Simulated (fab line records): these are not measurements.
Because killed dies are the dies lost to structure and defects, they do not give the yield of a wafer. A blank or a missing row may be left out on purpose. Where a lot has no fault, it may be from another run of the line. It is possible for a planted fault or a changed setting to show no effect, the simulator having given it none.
Check for tools in common ; flow gf180mcu ; Lots sampled 12, wafers sampled 36

WHAT PROMPTED THE OPENING
Flagged at GF_M5_CD_MEAS_07: reading cd nm, on 2 of 12 lots. Wafers without a fault read 280.0 nm, standard deviation 1.2.
Rule: a lot gets a flag if all its wafers with a number sit over 4 standard deviations from that mean, or if no wafer of it has a number. The other lots count as sound.

lot;measured;on;cd nm (nm), wafer by wafer;flag
L418;day 26 08:01;cd sem-01;279.5 280.4 281.2;
L419;day 26 13:42;cd sem-02;280.2 281.1 280.6;
L423;day 27 20:46;cd sem-01;278.8 280.5 278.9;
L427;day 29 01:17;cd sem-02;257.2 256.0 256.8;FLAGGED
L428;day 29 08:21;cd sem-01;256.6 257.6 256.1;FLAGGED
L430;day 29 22:12;cd sem-01;279.5 278.8 279.8;
L431;day 30 02:17;cd sem-02;278.6 278.6 277.8;
L434;day 31 05:29;cd sem-02;282.6 283.9 282.6;
L436;day 31 23:55;cd sem-01;280.1 280.0 279.8;
L437;day 32 04:59;cd sem-01;280.1 281.4 281.1;
L438;day 32 09:02;cd sem-01;279.3 280.1 279.4;
L440;day 32 17:34;cd sem-01;278.0 278.8 279.3;
On average the flagged lots' numbers are 256.7 nm, which is -23.3 nm against the usual, or -19 standard deviations.

WHICH TOOL EACH LOT WENT THROUGH
The record holds 3 process steps before the reading, out of a route of 602 steps. In each cell: the tool, then ch and the chambers that the sampled wafers went through, then the start.
lot;flag;GF_MIM_SPUTTER_02;GF_MIM_SPUTTER_09;GF_M5_PEB_05
L418;;pvd sputter-04, day 24 12:12;pvd sputter-01, day 24 12:27;litho track-04 ch 0, day 26 07:41
L419;;pvd sputter-03, day 24 18:03;pvd sputter-04, day 24 18:18;litho track-04 ch 0, day 26 13:21
L423;;pvd sputter-04, day 26 01:59;pvd sputter-01, day 26 02:14;litho track-02 ch 0, day 27 20:27
L427;FLAGGED;pvd sputter-01, day 27 08:41;pvd sputter-03, day 27 08:56;litho track-02 ch 0, day 29 00:56
L428;FLAGGED;pvd sputter-01, day 27 16:29;pvd sputter-04, day 27 16:44;litho track-02 ch 0, day 29 08:01
L430;;pvd sputter-01, day 28 08:01;pvd sputter-04, day 28 08:16;litho track-04 ch 0, day 29 21:51
L431;;pvd sputter-01, day 28 11:45;pvd sputter-03, day 28 12:00;litho track-04 ch 0, day 30 01:54
L434;;pvd sputter-04, day 29 17:13;pvd sputter-01, day 29 17:28;litho track-04 ch 0, day 31 05:10
L436;;pvd sputter-03, day 30 11:48;pvd sputter-04, day 30 12:03;litho track-04 ch 0, day 31 23:36
L437;;pvd sputter-03, day 30 18:54;pvd sputter-01, day 30 19:09;litho track-02 ch 0, day 32 04:38
L438;;pvd sputter-03, day 30 21:47;pvd sputter-04, day 30 22:02;litho track-02 ch 0, day 32 08:41
L440;;pvd sputter-03, day 31 06:46;pvd sputter-01, day 31 07:01;litho track-03 ch 0, day 32 17:06
What these steps do:
- GF_MIM_SPUTTER_02: material AlCu, target thk 450 nm, time 23.9 s.
- GF_MIM_SPUTTER_09: material TiN, target thk 35 nm, time 29.2 s.
- GF_M5_PEB_05: peb time 90 s.
- GF_M5_CD_MEAS_07: target cd 280 nm.

FLAGGED AGAINST TOTAL, ONE TOOL AT A TIME (gauges that did the reading follow at the end)
step;tool;lots run;flagged;share of the flagged lots;sound lots run after its first flagged lot
GF_MIM_SPUTTER_02;pvd sputter-01;4;2;all;2 (L430,L431)
GF_MIM_SPUTTER_02;pvd sputter-03;5;0;none;-
GF_MIM_SPUTTER_02;pvd sputter-04;3;0;none;-
GF_MIM_SPUTTER_09;pvd sputter-01;5;0;none;-
GF_MIM_SPUTTER_09;pvd sputter-03;2;1;some;1 (L431)
GF_MIM_SPUTTER_09;pvd sputter-04;5;1;some;3 (L430,L436,L438)
GF_M5_PEB_05;litho track-02;5;2;all;2 (L437,L438)
GF_M5_PEB_05;litho track-03;1;0;none;-
GF_M5_PEB_05;litho track-04;6;0;none;-
GF_M5_CD_MEAS_07;cd sem-01;8;1;some;5 (L430,L436,L437,L438,L440)
GF_M5_CD_MEAS_07;cd sem-02;4;1;some;2 (L431,L434)

THE TABLE: WHAT IT ALLOWS
pvd sputter-01 at GF_MIM_SPUTTER_02 and litho track-02 at GF_M5_PEB_05 are the 2 rows of the table that ran each flagged lot.
- pvd sputter-01 at GF_MIM_SPUTTER_02 ran 4 lots, 2 of them flagged. Lots that were sound ran on it after the first flagged one (L430, L431); a persistent fault on the entire tool would not allow that.
- litho track-02 at GF_M5_PEB_05 ran 5 lots, 2 of them flagged. Lots that were sound ran on it after the first flagged one (L437, L438); a persistent fault on the entire tool would not allow that. Its own readings lie more than 4 standard deviations out on every wafer of the flagged lots: heater power total W, plate temp C.
There is no row in the table that ran each flagged lot and no sound lot after the first.

WHAT HAD BEEN PUT IN BY THE SIMULATOR
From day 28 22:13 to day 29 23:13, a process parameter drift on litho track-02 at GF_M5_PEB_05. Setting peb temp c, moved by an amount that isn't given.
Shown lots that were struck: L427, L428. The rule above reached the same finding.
